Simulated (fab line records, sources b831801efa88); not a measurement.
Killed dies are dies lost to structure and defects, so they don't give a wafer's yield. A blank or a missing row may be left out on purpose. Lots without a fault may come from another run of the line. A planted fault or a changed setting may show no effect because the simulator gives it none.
Which tool did it? | flow sky130 | 12 lots, 36 wafers sampled, at 5 steps of a route of 708

WHAT THE GAUGES READ, wafer by wafer
SKY_NWELL_RS_MEAS_31: measures by four-point-probe.
lot  | measured     | on            | PWDE_RS (ohm/sq)
L984 | day 6 16:23  | film_metro-04 | 5306 5324 5324
L985 | day 6 21:23  | film_metro-04 | 5296 5287 5291
L986 | day 7 04:29  | film_metro-04 | 5256 5250 5256
L989 | day 7 21:30  | film_metro-03 | 5253 5259 5254
L991 | day 8 09:51  | film_metro-02 | 5307 5289 5299
L992 | day 8 14:05  | film_metro-04 | 5313 5292 5274
L993 | day 8 21:06  | film_metro-03 | 5297 5284 5289
L994 | day 9 05:02  | film_metro-04 | 5277 5265 5264
L995 | day 9 16:04  | film_metro-03 | 5293 5261 5272
L996 | day 9 21:00  | film_metro-02 | 5311 5307 5296
L997 | day 10 00:21 | film_metro-02 | 5245 5241 5250
L102 | day 11 05:40 | film_metro-03 | 5282 5267 5276

SKY_VT_ADJUST_HVTP_OVL_MEAS_08.
lot  | measured     | on         | VT_ADJUST_HVTP_OVL (nm)
L984 | day 7 12:20  | overlay-02 | -0.2 -0.5 0.2
L985 | day 7 16:53  | overlay-01 | -4.4 -3.7 -3.3
L986 | day 8 00:42  | overlay-02 | 1.8 0.8 1.3
L989 | day 8 18:52  | overlay-02 | -0.7 -2.3 -2.3
L991 | day 9 06:55  | overlay-01 | -0.4 -0.6 0.1
L992 | day 9 11:07  | overlay-02 | -2.2 -1.3 -0.7
L993 | day 9 19:02  | overlay-02 | -1.5 -1.6 -2.4
L994 | day 10 02:08 | overlay-02 | -3.8 -4.2 -3.7
L995 | day 10 15:11 | overlay-02 | 0.3 0.5 0.8
L996 | day 10 19:59 | overlay-01 | -2.2 -1.8 -1.2
L997 | day 10 23:13 | overlay-02 | -0.7 0.7 0.7
L102 | day 12 05:16 | overlay-01 | -2.5 0.9 -1.2

SKY_SONOS_ONO_CD_MEAS_13: target cd 410 nm.
lot  | measured     | on        | cd_nm (nm)
L984 | day 14 11:40 | cd_sem-01 | 410.6 409.7 409.5
L985 | day 14 16:38 | cd_sem-02 | 412.0 411.0 408.2
L986 | day 15 05:45 | cd_sem-01 | 410.0 409.0 409.1
L989 | day 16 05:22 | cd_sem-01 | 409.9 409.6 410.2
L991 | day 16 20:54 | cd_sem-01 | 409.9 408.8 411.3
L992 | day 17 05:42 | cd_sem-02 | 413.9 414.8 416.3
L993 | day 17 10:24 | cd_sem-02 | 406.2 406.5 408.5
L994 | day 17 17:39 | cd_sem-01 | 411.2 408.9 409.1
L995 | day 18 09:43 | cd_sem-01 | 413.6 414.6 413.8
L996 | day 18 19:02 | cd_sem-02 | 411.2 409.1 411.9
L997 | day 18 20:52 | cd_sem-02 | 412.6 414.1 413.8
L102 | day 20 16:33 | cd_sem-01 | 411.5 413.8 412.3

SKY_GATE_OXIDE_TW_MEAS_14.
lot  | measured     | on            | GATE_OXIDE_TW
L984 | day 15 22:13 | film_metro-04 | 221.8 222.4 223.1
L985 | day 15 21:53 | film_metro-03 | 222.0 221.5 221.4
L986 | day 16 12:22 | film_metro-04 | 223.3 223.1 224.0
L989 | day 17 12:39 | film_metro-02 | 226.6 224.8 225.8
L991 | day 18 03:26 | film_metro-02 | 224.0 224.3 223.9
L992 | day 18 13:08 | film_metro-03 | 218.7 220.1 220.2
L993 | day 18 19:20 | film_metro-03 | 314.1 314.3 315.0 314.0 314.3 313.6
L994 | day 19 03:00 | film_metro-02 | 224.8 226.9 225.4
L995 | day 19 18:12 | film_metro-02 | 324.5 323.4 323.9 324.5 322.9 323.3
L996 | day 20 09:05 | film_metro-04 | 223.0 224.5 222.3
L997 | day 20 09:23 | film_metro-04 | 223.9 223.1 222.9
L102 | day 22 01:11 | film_metro-04 | 224.1 222.8 223.4

WHICH TOOL RAN EACH LOT (tool, then ch and the chambers of the sampled wafers, then the start)
lot  | SKY_GATE_OXIDE_IMPLANT_11
L984 | implanter-03 ch 0, day 15 21:55
L985 | implanter-01 ch 0, day 15 21:32
L986 | implanter-04 ch 0, day 16 11:59
L989 | implanter-03 ch 0, day 17 12:19
L991 | implanter-01 ch 0, day 18 03:05
L992 | implanter-01 ch 0, day 18 12:47
L993 | implanter-01 ch 0, day 18 18:59
L994 | implanter-03 ch 0, day 19 02:39
L995 | implanter-01 ch 0, day 19 17:52
L996 | implanter-03 ch 0, day 20 08:44
L997 | implanter-03 ch 0, day 20 09:04
L102 | implanter-03 ch 0, day 22 00:52
- SKY_GATE_OXIDE_IMPLANT_11

WHAT THE TOOLS THEMSELVES READ (means of the sampled wafers that have a number; where no wafer has one, the mark that the record gives instead)
SKY_GATE_OXIDE_IMPLANT_11.
lot  | tool         | dose_ions_cm2 | end_station_pressure_torr (Torr) | faraday_current_uA
L984 | implanter-03 | 2.6e+12       | 5.10e-06                         | 14.7
L985 | implanter-01 | 2.6e+12       | 4.90e-06                         | 14.4
L986 | implanter-04 | 2.6e+12       | 5.00e-06                         | 14.6
L989 | implanter-03 | 2.6e+12       | 5.11e-06                         | 14.7
L991 | implanter-01 | 2.6e+12       | 4.92e-06                         | 14.6
L992 | implanter-01 | 2.6e+12       | 4.96e-06                         | 14.8
L993 | implanter-01 | 8.9e+12       | 5.01e-06                         | 49.5
L994 | implanter-03 | 2.6e+12       | 5.11e-06                         | 14.9
L995 | implanter-01 | 8.9e+12       | 5.11e-06                         | 49.2
L996 | implanter-03 | 2.6e+12       | 4.84e-06                         | 14.6
L997 | implanter-03 | 2.6e+12       | 5.19e-06                         | 14.8
L102 | implanter-03 | 2.6e+12       | 4.88e-06                         | 15.1

THE ANSWER, worked out from the rows above alone
Rule: what is usual is taken from the lots themselves. Put in order of their means at a reading, lots are off if they are a third of the lots or fewer, leave a main group of 4 or more, and stand apart from it by a gap of 3 or more times the standard deviation of the main group's means; of several such gaps the widest counts. A main group whose means are all the same, to the digits that the tables above print for the reading, isn't used. A lot without any number at a reading at which 4 lots or more have one is off too. The other lots that the step has rows for count as sound. The gauges are gone through in route order, then the tools' own readings, and for those a lot's mean is taken as printed above. The first step at which some lot is off is used, and at that step the reading that is off furthest; a lot without a number counts as furthest.
Off: L993, L995, at SKY_GATE_OXIDE_TW_MEAS_14 (GATE_OXIDE_TW). The main group: mean 223.3, standard deviation 1.7.
A tool fits if, at a process step before that reading, it ran every lot that is off, and no sound lot after the first of them. The gauges at SKY_GATE_OXIDE_TW_MEAS_14 aren't tried: what is off there is off at SKY_GATE_OXIDE_IMPLANT_11 too, on other tools, and a gauge's error can't cause that. One fits: implanter-01 at SKY_GATE_OXIDE_IMPLANT_11. Its last sound lot is L992 (day 18 12:47), its first lot that is off L993 (day 18 18:59): a fault that began between those two fits.
The tool's own readings at SKY_GATE_OXIDE_IMPLANT_11 bear it out: on the lots that are off they differ by more than 5 times the standard deviation of the sound lots' means. dose_ions_cm2 reads 8.9e+12 there against 2.6e+12 on the sound lots; faraday_current_uA reads 49.4 there against 14.7 on the sound lots.

WHAT THE SIMULATOR HAD PUT IN
Process parameter drift: implanter-01, from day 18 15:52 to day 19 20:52, at SKY_GATE_OXIDE_IMPLANT_11. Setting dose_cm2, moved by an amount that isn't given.
Lots struck among those shown: L993, L995. The rule above found the same.
